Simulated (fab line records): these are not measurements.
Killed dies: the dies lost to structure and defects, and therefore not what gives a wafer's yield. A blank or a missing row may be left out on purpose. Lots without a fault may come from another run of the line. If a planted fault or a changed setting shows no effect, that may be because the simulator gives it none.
Comparing a struck lot with a sound one ; flow gf180mcu ; 34 steps out of a route of 602
Sound: the wafers L458.2, L458.3, L458.5. Struck: wafer L445.4 (left out: L445.5, a lot-mate that was not struck); the cause follows at the end.
Per side, at each step with rows, come the tool, then ch with its chambers, and then its first start. Under that, the readings that differ: sound wafers ; struck wafers ; difference of the means ; sigmas: that difference in standard deviations of wafers without a fault.
alike: readings whose means differ by less than 2 such deviations, and words and numbers that are the same on both sides. not compared: withheld readings, readings that some wafer has no value for, bounds like >300 that may hide the same value, and numbers for which the record gives no deviation and whose values overlap.
Wherever a step has rows on one side only, a row that says differs or no value, or a row with sigmas, the two part there. Non-overlapping numbers with no deviation appear without sigmas and do not part them. Lack of a reading on every wafer of one side parts them only where that side has two or more wafers.

first, 7 steps without rows for these wafers: GF_VT_IMPLANT_RTA_45 (time 30 s); GF_VT_IMPLANT_WET_ETCH_50 (etches SiO2 in dHF, target depth 20 nm, time 400 s); GF_DUAL_GATE_CLEAN_00 (cleans in SC1/SC2, time 150 s); GF_DUAL_GATE_CLEAN_01 (cleans in dHF, time 20 s); GF_DUAL_GATE_OXIDATION_02 (stabilise 600 s, purge 300 s, target thk 10.887 nm); GF_DUAL_GATE_DEHYDRATE_04 (time 60 s); GF_DUAL_GATE_HMDS_05 (prime time 60 s).
GF_DUAL_GATE_COAT_06: resist thk 1000 nm.
  sound on litho track-03 ch 0, day 14 16:53; struck on litho track-03 ch 0, day 10 21:14
reading;sound;struck;difference;sigmas
model.NOVOLAK_of_DUAL_GATE_COAT_06.thk nm (nm);1001 1002 1002;941.4;-60.3;
  alike: exhaust pa
then, 3 steps without rows for these wafers: GF_DUAL_GATE_SOFTBAKE_07 (time 60 s); GF_DUAL_GATE_EXPOSE_08 (exposes mask Dualgate, target cd 700 nm); GF_DUAL_GATE_PEB_09.
GF_DUAL_GATE_DEVELOP_10: develop time 60 s.
  sound on litho track-02 ch 0, day 15 04:05; struck on litho track-01 ch 0, day 11 06:49
reading;sound;struck;difference;sigmas
model.NOVOLAK_of_DUAL_GATE_COAT_06.thk nm (nm);1001 1002 1002;941;-61;
  alike: exhaust pa
then, 1 step without rows for these wafers: GF_DUAL_GATE_WET_ETCH_12 (etches SiO2 in dHF, target depth 13 nm, time 260 s).
GF_DUAL_GATE_STRIP_13: strips in O2/N2.
  sound on plasma asher-01 ch 0,1, day 15 04:20; struck on plasma asher-01 ch 1, day 11 07:02
reading;sound;struck;difference;sigmas
strip time to endpoint s (s);12.64 12.65 12.65;11.95;-0.70;-21
  alike: drypump motor current A, heater power w, o2 flow sccm, oes product au
  not compared: rf hours counter h
then, 17 steps without rows for these wafers: GF_DUAL_GATE_CLEAN_14 (cleans in SC1/SC2, time 150 s); GF_DUAL_GATE_OXIDATION_15 (stabilise 600 s, purge 300 s, target thk 7.098 nm); GF_POLY_GATE_CVD_00 (deposits poly-Si, target thk 200 nm, time 1200 s); GF_POLY_GATE_DEHYDRATE_02 (time 60 s); GF_POLY_GATE_HMDS_03 (prime time 60 s); GF_POLY_GATE_COAT_04; GF_POLY_GATE_COAT_05 (resist thk 700 nm); GF_POLY_GATE_SOFTBAKE_06 (time 60 s); GF_POLY_GATE_EXPOSE_07 (exposes mask Poly2, target cd 280 nm); GF_POLY_GATE_PEB_08 (peb time 90 s); GF_POLY_GATE_DEVELOP_09 (develop time 60 s); GF_POLY_GATE_ETCH_12 (etches BARC in N2/H2); GF_POLY_GATE_ETCH_13 (etches poly-Si in HBr/Cl2, stops on SiO2, target depth 198.5 nm, time 69.6 s); GF_POLY_GATE_STRIP_14 (strips in O2/N2); GF_POLY_GATE_CLEAN_15 (cleans in SC1/SC2, time 150 s); GF_POLY_GATE_OXIDATION_16 (stabilise 600 s, purge 300 s, target thk 4 nm); GF_HV_LDD_DEHYDRATE_00 (time 60 s).
-- the record jumps here: 10 days lie between the struck wafers' starts before and after (it left off in module HV_LDD and takes up again in module V1, whose first step shown is number 338 of the route) --
GF_V1_THK_MEAS_03:
  sound on film metro-04, day 25 10:49; struck on film metro-02, day 21 00:49
  alike: V1_CVD_02_THK
  not compared: hold
GF_V1_CMP_04: polishes SiO2.
  sound on cmp-01 ch 2,3, day 25 11:08; struck on cmp-02 ch 0, day 21 01:08
reading;sound;struck;difference;sigmas
time to endpoint s (s);72 70 73;87;+15;+2
  alike: motor current A, slurry flow ml min
  not compared: hold
GF_PASSIVATION_PROBE_99:
  rows exist in the record for the sound wafers here (prober-02, day 35 04:40), none for the struck ones

== WHERE THEY PART ==
First at GF_DUAL_GATE_STRIP_13; last, within this record, at GF_PASSIVATION_PROBE_99.

WHY: the cause the simulator had injected
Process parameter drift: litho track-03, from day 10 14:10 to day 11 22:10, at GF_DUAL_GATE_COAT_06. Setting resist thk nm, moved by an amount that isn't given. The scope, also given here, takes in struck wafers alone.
